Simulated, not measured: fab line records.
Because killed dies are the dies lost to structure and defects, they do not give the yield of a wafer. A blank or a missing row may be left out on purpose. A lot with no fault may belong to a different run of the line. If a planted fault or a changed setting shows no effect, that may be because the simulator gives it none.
Which tool was responsible? / flow gf180mcu / 12 lots, 36 wafers sampled, at 3 steps of a route of 602

== WHAT THE GAUGES READ, wafer by wafer ==
GF_V3_RS_MEAS_24: measurement is done with a four-point probe.
lot=L075; measured=day 22 20:21; on=film_metro-02; V3_W_RS (ohm/sq)=0.327 0.319 0.327
lot=L077; measured=day 23 15:08; on=film_metro-02; V3_W_RS (ohm/sq)=0.324 0.319 0.317
lot=L079; measured=day 24 04:42; on=film_metro-01; V3_W_RS (ohm/sq)=0.323 0.325 0.329
lot=L081; measured=day 24 23:57; on=film_metro-03; V3_W_RS (ohm/sq)=0.323 0.325 0.330
lot=L083; measured=day 25 16:41; on=film_metro-03; V3_W_RS (ohm/sq)=0.321 0.322 0.324
lot=L085; measured=day 26 07:14; on=film_metro-02; V3_W_RS (ohm/sq)=0.321 0.314 0.317
lot=L087; measured=day 26 20:35; on=film_metro-02; V3_W_RS (ohm/sq)=0.320 0.320 0.318
lot=L089; measured=day 27 18:04; on=film_metro-03; V3_W_RS (ohm/sq)=0.317 0.329 0.320
lot=L091; measured=day 28 05:30; on=film_metro-01; V3_W_RS (ohm/sq)=0.335 0.332 0.331
lot=L093; measured=day 28 20:44; on=film_metro-01; V3_W_RS (ohm/sq)=0.323 0.326 0.330
lot=L095; measured=day 29 05:35; on=film_metro-01; V3_W_RS (ohm/sq)=0.321 0.321 0.322
lot=L097; measured=day 29 20:38; on=film_metro-03; V3_W_RS (ohm/sq)=0.321 0.320 0.324

== WHAT TOOL EACH LOT RAN ON (gives the tool, then ch and the chambers of the sampled wafers, and finally the start) ==
lot=L075; GF_V3_CMP_04=cmp-01 ch 1,2,3, day 21 19:43; GF_V3_ETCH_16=rie_diel-02 ch 1,2, day 22 19:25
lot=L077; GF_V3_CMP_04=cmp-01 ch 0,1,2, day 22 14:11; GF_V3_ETCH_16=rie_diel-02 ch 0,1,2, day 23 14:15
lot=L079; GF_V3_CMP_04=cmp-02 ch 0,1,2, day 23 05:05; GF_V3_ETCH_16=rie_diel-02 ch 0,1,2, day 24 03:49
lot=L081; GF_V3_CMP_04=cmp-01 ch 2,3, day 24 00:53; GF_V3_ETCH_16=rie_diel-01 ch 0,2,3, day 24 23:04
lot=L083; GF_V3_CMP_04=cmp-01 ch 0,1,3, day 24 18:23; GF_V3_ETCH_16=rie_diel-03 ch 0,1,3, day 25 15:49
lot=L085; GF_V3_CMP_04=cmp-02 ch 0,2,3, day 25 08:42; GF_V3_ETCH_16=rie_diel-03 ch 1,2,3, day 26 06:19
lot=L087; GF_V3_CMP_04=cmp-01 ch 0,2,3, day 25 21:59; GF_V3_ETCH_16=rie_diel-01 ch 1,2,3, day 26 19:43
lot=L089; GF_V3_CMP_04=cmp-02 ch 0,1,3, day 26 20:28; GF_V3_ETCH_16=rie_diel-01 ch 0,1, day 27 17:10
lot=L091; GF_V3_CMP_04=cmp-02 ch 1,3, day 27 08:48; GF_V3_ETCH_16=rie_diel-03 ch 2,3, day 28 04:34
lot=L093; GF_V3_CMP_04=cmp-02 ch 1,2,3, day 28 00:34; GF_V3_ETCH_16=rie_diel-03 ch 0,2, day 28 19:52
lot=L095; GF_V3_CMP_04=cmp-02 ch 0,1,3, day 28 09:38; GF_V3_ETCH_16=rie_diel-02 ch 1,2, day 29 04:43
lot=L097; GF_V3_CMP_04=cmp-02 ch 1,2,3, day 28 23:53; GF_V3_ETCH_16=rie_diel-01 ch 0,1, day 29 19:24
- GF_V3_CMP_04: polishes SiO2.
- GF_V3_ETCH_16: etches BARC in N2/H2.

== THE ANSWER, worked out from the rows above alone ==
Rule: the usual values come from the lots themselves. The widest of any qualifying gaps counts: lots, ordered by their means at a reading, are off when they make up no more than a third of the lots, leave a main group of 4 or more, and stand apart from it by 3 or more times the standard deviation of that group's means. The tables above print the reading to a certain number of digits; a main group whose means all agree to those digits is not used. Also off: a lot with no number at a reading for which 4 or more lots have one. The other lots that the step has rows for count as sound.
Across all readings shown, no lot is off: no conclusion can be drawn from this.

== WHAT HAD BEEN PUT IN BY THE SIMULATOR ==
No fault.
